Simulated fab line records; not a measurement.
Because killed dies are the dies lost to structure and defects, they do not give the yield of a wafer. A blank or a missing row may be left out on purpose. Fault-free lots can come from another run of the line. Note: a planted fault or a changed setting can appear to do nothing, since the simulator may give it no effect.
fab line records	flow sky130
record: lots: 6	wafers: 18	last-day: 50
route steps=708 shown METAL5@666 PAD_OPEN@708
lots untouched by any fault: they come from a run of this same line in which no faults occurred
start-h: start of the lot's first displayed wafer, in hours after the record's first day	wait-h: hours since the lot's step before	" identical to the entry in the row above	L1.1+2: a single row standing in for several wafers	- value missing, or start not given	* or withheld: withheld	< > ~ a bound
route shown NAME@n: NAME is a module with steps in the file, n the number in the route of the first one	usual: mean and standard deviation over wafers with no fault	same: alike in all rows	chamber/n: place in a boat	sites: each site's reading	_std_site: standard deviation of those values	_edge_site: outer sites' mean less inner sites'	radius-mm: how far each site lies from the wafer's centre	mask NAME#n: copy n	behind: tool/chamber where the wafer was last shaped	hold: cause of the lot's hold/its duration in hours/its outcome	device: transistor that didn't switch, given as n, p or np	end of line: the same wafers' tests at the end of the route	a step given without rows: its recipe and nothing more	killed: at the first sort, the dies lost to defects and structure; wafer yield is something else	map: the dies of a wafer, with x for killed, . for not killed, _ for no die there
set.NAME: the setting the step ran with; set.NAME@STEP: the setting that earlier step ran with	model.NAME: the simulator's own value behind a step, which no gauge read
a table for each step, a row for each wafer; lots at some steps of the route
services: a tool's chamber out of use, with start hour (start-h, from the record's first day; less than 0 if before it), hours out, and reason
== steps ==
step: SKY_METAL5_RS_MEAS_05
recipe: thk-meas-gauge: four-point-probe	reads: TiN_of_METAL5_SPUTTER_04+Ti_of_METAL5_SPUTTER_03+AlCu_of_METAL5_SPUTTER_02+TiN_of_METAL5_SPUTTER_01+Ti_of_METAL5_SPUTTER_00
usual: METAL5_ALCU_RS: 0.0271/0.0003
lot.wafer	tool	chamber	start-h	wait-h	METAL5_ALCU_RS[ohm/sq]
L832.1	film-metro-04	-	1051.01	0.0	0.0269
L832.5	"	-	"	"	0.0270
L832.6	"	-	"	"	0.0274
L840.2	film-metro-03	-	1107.27	0.0	0.0271
L840.5	"	-	"	"	0.0274
L840.6	"	-	"	"	0.0273
L841.1	film-metro-03	-	1112.91	0.0	0.0274
L841.2	"	-	"	"	0.0272
L841.6	"	-	"	"	0.0272
L843.1	film-metro-01	-	1116.35	0.0	0.0275
L843.2	"	-	"	"	0.0275
L843.4	"	-	"	"	0.0274
L849.1	film-metro-03	-	1145.57	0.0	0.0269
L849.2	"	-	"	"	0.0271
L849.5	"	-	"	"	0.0270
L848.2	film-metro-04	-	1147.72	0.0	0.0274
L848.3	"	-	"	"	0.0274
L848.4	"	-	"	"	0.0272
step: SKY_METAL5_THK_MEAS_06
recipe: thk-meas-gauge: xrf	reads: AlCu_of_METAL5_SPUTTER_02
usual: METAL5_ALCU_THK: 1161/13
lot.wafer	tool	chamber	start-h	wait-h	METAL5_ALCU_THK[nm]
L832.1	film-metro-04	-	1051.13	0.1	1162
L832.5	"	-	"	"	1160
L832.6	"	-	"	"	1146
L840.2	film-metro-03	-	1107.38	0.1	1157
L840.5	"	-	"	"	1150
L840.6	"	-	"	"	1151
L841.1	film-metro-03	-	1113.03	0.1	1145
L841.2	"	-	"	"	1156
L841.6	"	-	"	"	1159
L843.1	film-metro-01	-	1116.47	0.1	1142
L843.2	"	-	"	"	1151
L843.4	"	-	"	"	1150
L849.1	film-metro-03	-	1145.69	0.1	1165
L849.2	"	-	"	"	1155
L849.5	"	-	"	"	1158
L848.2	film-metro-04	-	1147.83	0.1	1152
L848.3	"	-	"	"	1155
L848.4	"	-	"	"	1154
step: SKY_METAL5_DEHYDRATE_07
recipe: temp-c: 200	time-s: 60
step: SKY_METAL5_HMDS_08
recipe: prime-time-s: 60	prime-temp-c: 120
step: SKY_METAL5_COAT_09
recipe: resist: NOVOLAK	spin-rpm: 3000	resist-thk-nm: 1800
step: SKY_METAL5_SOFTBAKE_10
recipe: temp-c: 90	time-s: 60	resist: NOVOLAK
step: SKY_METAL5_EXPOSE_11
recipe: mask-id: MM5	na: 0.6	source-shape: conventional	sigma-outer: 0.6	polarization: unpolarized	target-cd-nm: 1600	dose-mj: 190
step: SKY_METAL5_PEB_12
recipe: temp-c: withheld	time-s: *	resist: NOVOLAK
step: SKY_METAL5_DEVELOP_13
recipe: resist: NOVOLAK	developer: TMAH	develop-time-s: 60	dev-temp-c: 23
step: SKY_METAL5_DESCUM_14
recipe: chemistry: O2	source-power-w: 150	bias-power-w: 0	pressure-mtorr: 10	temp-c: 40	time-s: 11
usual: drypump-motor-current-A: 5.7/0.4	he-backside-leak-sccm: 3.44/0.29	oes-product-au: 1.000/0.014
same: bias-power-w: 0
lot.wafer	tool	chamber	start-h	wait-h	drypump-motor-current-A	he-backside-leak-sccm	oes-product-au	rf-hours-counter-h
L832.1	rie-metal-03	1	1072.32	0.1	5.5	3.31	1.030	11
L832.5	"	1	"	"	5.5	3.48	1.024	-
L832.6	"	1	"	"	5.5	3.31	1.019	-
L840.2	rie-metal-04	0	1127.38	0.1	5.3	3.20	1.007	26
L840.5	"	1	"	"	6.1	3.23	1.000	-
L840.6	"	0	"	"	5.3	3.12	0.996	-
L841.1	rie-metal-03	0	1132.62	0.1	6.2	3.62	0.997	5
L841.2	"	1	"	"	5.5	3.44	1.020	16
L841.6	"	0	"	"	6.2	3.59	0.995	-
L843.1	rie-metal-04	1	1135.83	0.1	6.1	3.04	0.986	7
L843.2	"	0	"	"	5.3	3.22	0.992	27
L843.4	"	1	"	"	6.1	3.14	1.002	-
L849.1	rie-metal-03	1	1163.19	0.1	5.5	3.32	1.017	19
L849.2	"	0	"	"	6.3	3.59	0.981	8
L849.5	"	1	"	"	5.5	3.16	1.018	-
L848.2	rie-metal-02	0	1165.59	0.1	5.4	3.54	0.989	11
L848.3	"	0	"	"	5.4	3.52	0.981	-
L848.4	"	1	"	"	6.3	3.55	1.002	-
step: SKY_METAL5_METAL_ETCH_15
recipe: target-depth-a: 12600	stop-on: SiO2	over-etch-frac: 0.2	time-s: 252	chemistry: Cl2/BCl3	resist-sidewall-deg: 86	pressure-mtorr: 10	icp-w: 900	bias-w: 48.5	Cl2_flow_sccm: 60	bcl3-flow-sccm: 30
usual: drypump-motor-current-A: 5.7/0.41	he-backside-leak-sccm: 3.5/0.36	oes-product-au: 0.894/0.005	throttle-valve-pct: 22.264/0.0092
lot.wafer	tool	chamber	start-h	wait-h	drypump-motor-current-A	he-backside-leak-sccm	oes-product-au	rf-hours-counter-h	throttle-valve-pct
L832.1	rie-metal-03	1	1072.39	0.1	5.5	3.3	0.904	12	22.276
L832.5	"	1	"	"	5.4	3.5	0.889	-	22.265
L832.6	"	1	"	"	5.5	3.4	0.897	-	22.257
L840.2	rie-metal-04	0	1127.41	0.0	5.3	3.1	0.894	26	22.284
L840.5	"	1	"	"	6.1	3.1	0.898	-	22.254
L840.6	"	0	"	"	5.3	3.2	0.892	-	22.255
L841.1	rie-metal-03	0	1132.65	0.0	6.3	3.7	0.902	5	22.260
L841.2	"	1	"	"	5.5	3.8	0.887	16	22.291
L841.6	"	0	"	"	6.3	3.4	0.888	-	22.261
L843.1	rie-metal-04	1	1135.86	0.0	6.1	3.2	0.892	7	22.279
L843.2	"	0	"	"	5.3	3.2	0.895	27	22.264
L843.4	"	1	"	"	6.1	3.1	0.901	-	22.285
L849.1	rie-metal-03	1	1163.22	0.0	5.4	3.7	0.894	19	22.272
L849.2	"	0	"	"	6.3	3.7	0.892	9	22.276
L849.5	"	1	"	"	5.5	3.5	0.898	-	22.255
L848.2	rie-metal-02	0	1165.62	0.0	5.5	3.4	0.892	11	22.267
L848.3	"	0	"	"	5.5	3.4	0.894	-	22.270
L848.4	"	1	"	"	6.3	3.4	0.888	-	22.264
step: SKY_METAL5_STRIP_16
recipe: chemistry: O2/N2	power-w: 1400	pressure-mtorr: 1500	platen-temp-c: withheld	o2-flow-sccm: 3000	n2-flow-sccm: 300	overash-fraction: 0.5
usual: chamber-pressure-mTorr: 1500.1/1.3	drypump-motor-current-A: 5.7/0.52	oes-product-au: 0.710/0.0046	strip-time-to-endpoint-s: 13.09/0.19
lot.wafer	tool	chamber	start-h	wait-h	chamber-pressure-mTorr	drypump-motor-current-A	oes-product-au	rf-hours-counter-h	strip-time-to-endpoint-s
L832.1	plasma-asher-03	1	1072.86	0.4	1500.3	5.1	0.713	92	12.79
L832.5	"	1	"	"	1500.0	5.1	0.702	-	12.83
L832.6	"	0	"	"	1502.1	5.6	0.711	-	12.74
L840.2	plasma-asher-04	1	1127.65	0.2	1501.8	6.4	0.713	39	13.02
L840.5	"	0	"	"	1499.2	5.3	0.706	-	13.02
L840.6	"	1	"	"	1499.4	6.5	0.712	-	13.05
L841.1	plasma-asher-03	0	1132.89	0.2	1499.7	5.6	0.710	99	13.24
L841.2	"	1	"	"	1501.6	5.1	0.714	99	12.88
L841.6	"	1	"	"	1499.8	5.1	0.709	-	13.27
L843.1	plasma-asher-04	0	1136.10	0.2	1498.5	5.3	0.709	40	12.93
L843.2	"	1	"	"	1501.5	6.4	0.711	40	13.00
L843.4	"	1	"	"	1501.2	6.4	0.721	-	12.89
L849.1	plasma-asher-02	0	1163.46	0.2	1498.2	5.3	0.704	10	12.83
L849.2	"	1	"	"	1500.7	6.3	0.716	10	13.18
L849.5	"	1	"	"	1501.6	6.4	0.715	-	12.78
L848.2	plasma-asher-04	0	1165.86	0.2	1500.2	5.3	0.720	43	13.37
L848.3	"	0	"	"	1500.6	5.3	0.712	-	13.35
L848.4	"	1	"	"	1499.5	6.4	0.715	-	13.40
step: SKY_METAL5_STRIP_17
recipe: chemistry: post-etch-residue-remover	time-s: 1200	temp-c: 72.5
usual: bath-guard-temp-C: 72.3/0.5	bath-heat-duty-pct: 14.6/1.3
lot.wafer	tool	chamber	start-h	wait-h	bath-guard-temp-C	bath-heat-duty-pct
L832.1	wet-bench-04	3	1072.96	0.1	71.8	15.6
L832.5	"	3	"	"	71.7	14.7
L832.6	"	3	"	"	71.5	14.6
L840.2	wet-bench-03	0	1127.75	0.1	-	-
L840.5	"	0	"	"	-	-
L840.6	"	0	"	"	-	-
L841.1	wet-bench-03	3	1132.99	0.1	-	-
L841.2	"	3	"	"	-	-
L841.6	"	3	"	"	-	-
L843.1	wet-bench-04	0	1136.20	0.1	72.8	13.9
L843.2	"	0	"	"	72.7	14.0
L843.4	"	0	"	"	72.7	14.3
L849.1	wet-bench-03	3	1163.56	0.1	72.2	13.6
L849.2	"	3	"	"	72.4	13.0
L849.5	"	3	"	"	72.3	15.4
L848.2	wet-bench-01	1	1165.96	0.1	72.5	12.6
L848.3	"	1	"	"	72.7	11.9
L848.4	"	1	"	"	72.4	12.6
step: SKY_METAL5_CLEAN_18
recipe: chemistry: IPA	time-s: 180	temp-c: 25
step: SKY_PAD_OPEN_PROBE_99
usual: defect-limited-yield: 82.4/1.9	killed_at_M0_to_M3: 43/7.1	killed_at_M4_up: 3.2/1.7	killed-at-contacts: 24/5.6	killed-at-front-end: 16/5	killed-at-other: 0.4/0.68	killed-dies: 86/9.3	killed-on-rim: 17/3.8	killed-open: 47/7.1	killed-short: 39/5.7	sort_bin_3_pad_short: 0.9/0.38	sort_bin_5_function: 10.4/1.5	sort_bin_6_memory: 6.3/1.3	sort-n-pass: 406/9.3	sort-yield-pct: 82.4/1.9
same: gross-dies: 492	killed-at-back-side: 0	sort_bin_4_leakage[%]: 0	sort_bin_8_speed[%]: 0
lot.wafer	tool	chamber	start-h	wait-h	defect-limited-yield[%]	killed_at_M0_to_M3	killed_at_M4_up	killed-at-contacts	killed-at-front-end	killed-at-other	killed-dies	killed-on-rim	killed-open	killed-short	sort_bin_3_pad_short[%]	sort_bin_5_function[%]	sort_bin_6_memory[%]	sort-n-pass	sort-yield-pct[%]	model.etest.met5-comb.leak-log10-a-um
L832.1	prober-01	-	1116.85	0.1	82.3	48	5	22	12	0	87	13	46	41	1.6	10.6	5.5	405	82.3	-12.12
L832.5	prober-01	-	1117.05	0.2	78.3	56	3	25	23	0	107	20	57	50	1.0	12.8	7.9	385	78.3	-12.05
L832.6	prober-01	-	1117.10	0.2	83.7	44	1	20	15	0	80	13	47	33	1.0	10.2	5.1	412	83.7	-11.82
L840.2	prober-01	-	1167.43	0.1	78.9	69	3	20	12	0	104	22	54	50	1.4	11.8	7.9	388	78.9	-11.48
L840.5	prober-01	-	1167.58	0.2	83.5	39	4	24	14	0	81	21	42	38	0.8	11.8	3.9	411	83.5	-11.67
L840.6	prober-01	-	1167.63	0.2	82.1	42	4	24	15	3	88	23	39	46	0.2	13.0	4.7	404	82.1	-11.59
L841.1	prober-01	-	1171.66	0.1	79.1	55	2	32	13	1	103	19	57	45	1.6	10.4	8.9	389	79.1	-11.55
L841.2	prober-01	-	1171.71	0.1	80.1	48	2	28	19	1	98	21	54	43	0.6	11.2	8.1	394	80.1	-11.69
L841.6	prober-01	-	1171.91	0.2	83.3	42	1	15	24	0	82	10	49	33	0.6	10.4	5.7	410	83.3	-11.6
L843.1	prober-02	-	1174.59	0.1	83.1	40	5	22	16	0	83	16	37	46	0.8	8.9	7.1	409	83.1	-11.99
L843.2	prober-02	-	1174.64	0.1	81.5	45	3	26	16	1	91	20	43	48	1.2	11.0	6.3	401	81.5	-11.98
L843.4	prober-02	-	1174.74	0.2	81.9	37	6	26	19	1	89	19	49	40	1.0	11.4	5.7	403	81.9	-12.16
L849.1	prober-01	-	1198.94	0.1	83.9	32	8	26	12	1	79	18	37	42	1.4	8.1	6.5	413	83.9	-12.08
L849.2	prober-01	-	1198.99	0.1	79.5	52	3	29	17	0	101	21	53	48	0.4	13.2	6.9	391	79.5	-11.98
L849.5	prober-01	-	1199.14	0.2	82.7	37	5	25	18	0	85	16	51	34	0.4	11.6	5.3	407	82.7	-12.05
L848.2	prober-02	-	1201.87	0.1	83.9	49	2	17	11	0	79	21	41	38	1.6	8.5	5.9	413	83.9	-11.92
L848.3	prober-02	-	1201.92	0.2	85.4	36	4	19	13	0	72	14	41	31	1.0	10.6	3.0	420	85.4	-11.98
L848.4	prober-02	-	1201.97	0.2	83.1	34	3	25	18	3	83	16	45	36	0.4	9.8	6.7	409	83.1	-12.05
killed by level:class
L832.1 LI_CONTACT:geometric-particle:open=11 METAL2:geometric-particle:short=8 METAL1:geometric-particle:short=8 VIA1:geometric-particle:short=8 VIA1:geometric-particle:open=8 CONTACT:geometric-particle:open=7 VIA2:geometric-particle:open=5 FIELD_ISO:geometric-particle:short=4
L832.5 VIA1:geometric-particle:open=13 METAL1:geometric-particle:short=11 FIELD_ISO:geometric-particle:open=10 VIA1:geometric-particle:short=10 LI_CONTACT:geometric-particle:open=9 CONTACT:geometric-particle:open=6 VIA3:geometric-particle:open=5 VIA2:geometric-particle:open=5
L832.6 VIA1:geometric-particle:open=10 CONTACT:geometric-particle:open=8 VIA3:geometric-particle:open=7 LI_CONTACT:geometric-particle:open=6 VIA1:geometric-particle:short=6 FIELD_ISO:geometric-particle:open=5 FIELD_ISO:geometric-particle:short=5 VIA2:geometric-particle:open=5
L840.2 VIA1:geometric-particle:open=17 METAL1:geometric-particle:short=9 VIA2:geometric-particle:open=8 VIA2:geometric-particle:short=7 VIA1:geometric-particle:short=7 LI_CONTACT:geometric-particle:open=6 CONTACT:geometric-particle:short=5 METAL2:geometric-particle:short=5
L840.5 VIA1:geometric-particle:open=9 CONTACT:geometric-particle:open=9 VIA1:geometric-particle:short=8 METAL1:geometric-particle:short=7 CONTACT:geometric-particle:short=6 FIELD_ISO:geometric-particle:open=5 FIELD_ISO:geometric-particle:short=5 LI_CONTACT:geometric-particle:open=5
L840.6 VIA1:geometric-particle:open=9 CONTACT:geometric-particle:open=8 POLY_GATE:geometric-particle:short=6 METAL1:geometric-particle:short=6 VIA1:geometric-particle:short=5 METAL3:geometric-particle:short=5 CONTACT:geometric-particle:short=4 LI_CONTACT:geometric-particle:open=4
L841.1 VIA1:geometric-particle:open=15 LI_CONTACT:geometric-particle:open=10 VIA2:geometric-particle:open=9 CONTACT:geometric-particle:open=8 CONTACT:geometric-particle:short=6 METAL1:geometric-particle:short=6 METAL2:geometric-particle:short=5 VIA3:geometric-particle:open=5
L841.2 CONTACT:geometric-particle:open=9 VIA3:geometric-particle:open=9 LOCAL_INTERCONNECT:geometric-particle:short=8 VIA1:geometric-particle:open=8 LI_CONTACT:geometric-particle:open=7 METAL2:geometric-particle:short=7 FIELD_ISO:geometric-particle:open=6 METAL1:geometric-particle:short=5
L841.6 VIA1:geometric-particle:open=11 FIELD_ISO:geometric-particle:short=9 VIA2:geometric-particle:open=9 FIELD_ISO:geometric-particle:open=8 CONTACT:geometric-particle:open=8 VIA2:geometric-particle:short=4 POLY_GATE:geometric-particle:open=3 VIA1:geometric-particle:short=3
L843.1 CONTACT:geometric-particle:short=7 CONTACT:geometric-particle:open=7 VIA1:geometric-particle:open=7 METAL1:geometric-particle:short=6 VIA1:geometric-particle:short=6 VIA3:geometric-particle:open=6 FIELD_ISO:geometric-particle:short=5 POLY_GATE:geometric-particle:open=4
L843.2 METAL2:geometric-particle:short=10 VIA1:geometric-particle:open=8 CONTACT:geometric-particle:short=8 CONTACT:geometric-particle:open=7 VIA3:geometric-particle:open=6 FIELD_ISO:geometric-particle:short=5 LI_CONTACT:geometric-particle:open=5 METAL2:geometric-particle:open=5
L843.4 CONTACT:geometric-particle:open=13 VIA1:geometric-particle:open=8 FIELD_ISO:geometric-particle:open=6 VIA3:geometric-particle:open=6 POLY_GATE:geometric-particle:short=5 LI_CONTACT:geometric-particle:open=5 METAL2:geometric-particle:short=5 METAL1:geometric-particle:short=5
L849.1 CONTACT:geometric-particle:open=7 METAL1:geometric-particle:short=6 FIELD_ISO:geometric-particle:open=5 LI_CONTACT:geometric-particle:open=5 LOCAL_INTERCONNECT:geometric-particle:short=5 VIA1:geometric-particle:open=5 METAL2:geometric-particle:short=5 VIA2:geometric-particle:open=5
L849.2 VIA1:geometric-particle:open=12 METAL2:geometric-particle:short=8 LI_CONTACT:geometric-particle:open=7 CONTACT:geometric-particle:open=7 VIA1:geometric-particle:short=6 VIA2:geometric-particle:open=6 FIELD_ISO:geometric-particle:short=5 CONTACT:geometric-particle:short=5
L849.5 LI_CONTACT:geometric-particle:open=14 VIA1:geometric-particle:open=14 FIELD_ISO:geometric-particle:short=6 VIA2:geometric-particle:open=6 METAL3:geometric-particle:short=6 METAL4:geometric-particle:short=5 LI_CONTACT:geometric-particle:short=4 VIA3:geometric-particle:open=4
L848.2 VIA1:geometric-particle:open=13 VIA3:geometric-particle:open=10 CONTACT:geometric-particle:open=6 METAL2:geometric-particle:short=5 LOCAL_INTERCONNECT:geometric-particle:short=4 CONTACT:geometric-particle:short=4 VIA2:geometric-particle:short=4 VIA3:geometric-particle:short=4
L848.3 CONTACT:geometric-particle:open=11 VIA3:geometric-particle:open=8 FIELD_ISO:geometric-particle:short=6 LI_CONTACT:geometric-particle:open=5 VIA1:geometric-particle:open=5 VIA2:geometric-particle:short=5 METAL3:geometric-particle:short=4 METAL4:geometric-particle:short=4
L848.4 FIELD_ISO:geometric-particle:short=8 VIA1:geometric-particle:open=7 CONTACT:geometric-particle:open=7 VIA2:geometric-particle:open=7 LI_CONTACT:geometric-particle:open=6 VIA3:geometric-particle:open=6 LOCAL_INTERCONNECT:geometric-particle:short=4 CONTACT:geometric-particle:short=4
== services ==
tool	chamber	start-h	hours	kind
rie-metal-03	0	1051.93	-	clean
rie-metal-03	0	1051.93	23.8	scheduled-down
rie-metal-03	0	1051.93	23.8	vent-cycle
plasma-asher-02	-	1055.25	9.0	pm
plasma-asher-02	0	1055.25	9.0	vent-cycle
plasma-asher-02	1	1055.25	9.0	vent-cycle
plasma-asher-02	0	1064.25	-	clean
plasma-asher-02	1	1064.25	-	clean
rie-metal-04	-	1068.89	2.8	pm
rie-metal-03	1	1079.22	8.5	repair
rie-metal-02	-	1142.49	14.6	pm
== key ==
first-sign: step: SKY_METAL5_STRIP_17	reading: tool-record	direction: missing
effect none on later readings
model-effect: step: SKY_PAD_OPEN_PROBE_99	value: etest.met5-comb.leak-log10-a-um	without: -12	struck: -11.6
met-at SKY_METAL5_STRIP_17
struck-wafers L840.2,L840.5,L840.6,L841.1,L841.2,L841.6
fault: kind: skipped-step-whole	tool: wet-bench-03	chamber: -	onset-h: 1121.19	steps: SKY_METAL5_STRIP_17	scope: struck-lots-only
